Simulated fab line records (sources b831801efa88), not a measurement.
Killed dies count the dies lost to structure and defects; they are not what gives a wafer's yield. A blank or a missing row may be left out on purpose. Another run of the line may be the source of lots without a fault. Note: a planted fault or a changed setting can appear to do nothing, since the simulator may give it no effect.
Which tool was responsible?    flow sky130    14 lots, 42 wafers sampled, at 2 steps of a route of 708

## WHAT THE GAUGES SHOWED, per wafer
SKY_CAP2M_THK_MEAS_04: measures by xrf.
lot   measured      on             CAP2M_TIN_THK (nm)
L711  day 40 05:55  film-metro-04  201.5 202.6 197.6
L712  day 40 13:07  film-metro-01  199.4 199.4 202.4
L713  day 40 14:56  film-metro-01  197.4 199.6 200.6
L714  day 41 00:49  film-metro-03  198.5 198.0 196.6
L715  day 41 07:51  film-metro-01  199.6 200.6 199.0
L719  day 42 19:50  film-metro-04  202.8 204.1 202.9
L720  day 43 02:00  film-metro-01  200.5 200.5 200.4
L721  day 43 13:49  film-metro-01  200.7 202.6 204.6
L728  day 45 03:50  film-metro-04  203.1 200.3 202.3
L729  day 45 04:14  film-metro-03  201.2 200.3 202.0
L730  day 45 06:13  film-metro-03  201.2 197.0 199.8
L731  day 45 19:19  film-metro-03  198.9 204.2 200.5
L732  day 45 21:05  film-metro-03  198.3 198.4 198.3
L733  day 46 08:56  film-metro-03  198.1 195.7 200.0

## WHICH TOOL RAN EACH LOT (tool, then ch and the chambers of the sampled wafers, then the start)
lot   SKY_GATE_OXIDE_OXIDATION_01
L711  furnace-02 ch 0, day 13 00:56
L712  furnace-01 ch 0, day 13 15:25
L713  furnace-02 ch 0, day 13 15:45
L714  furnace-02 ch 0, day 14 02:51
L715  furnace-01 ch 0, day 14 06:41
L719  furnace-01 ch 0, day 15 22:00
L720  furnace-01 ch 0, day 16 12:43
L721  furnace-01 ch 0, day 16 22:52
L728  furnace-02 ch 0, day 19 03:07
L729  furnace-01 ch 0, day 19 07:40
L730  furnace-01 ch 0, day 19 13:18
L731  furnace-01 ch 0, day 20 03:37
L732  furnace-01 ch 0, day 20 08:50
L733  furnace-01 ch 0, day 21 01:51
- SKY_GATE_OXIDE_OXIDATION_01: stabilise 600 s, purge 300 s, target thk 10.268 nm.

## AS READ BY THE TOOLS THEMSELVES (means over the sampled wafers that have a number; for cases with no such wafer, the mark the record gives instead)
The record holds no such reading with a usual standard deviation.

## THE ANSWER, worked out from the rows above alone
Rule: what is usual is taken from the lots themselves. Put in order of their means at a reading, lots are off if they are a third of the lots or fewer, leave a main group of 4 or more, and stand apart from it by a gap of 3 or more times the standard deviation of the main group's means; of several such gaps the widest counts. A main group is skipped when, at the precision printed for the reading in the tables above, its means are all equal. Also off: a lot with no number at a reading for which 4 or more lots have one. The other lots that the step has rows for count as sound. Order of review: gauges by route order, followed by the tools' own readings, for which a lot's mean as printed above is used. The first step at which some lot is off is used, and at that step the reading that is off furthest; a lot without a number counts as furthest.
Across all readings shown, no lot is off: no conclusion can be drawn from this.

## WHAT WAS PUT IN BY THE SIMULATOR
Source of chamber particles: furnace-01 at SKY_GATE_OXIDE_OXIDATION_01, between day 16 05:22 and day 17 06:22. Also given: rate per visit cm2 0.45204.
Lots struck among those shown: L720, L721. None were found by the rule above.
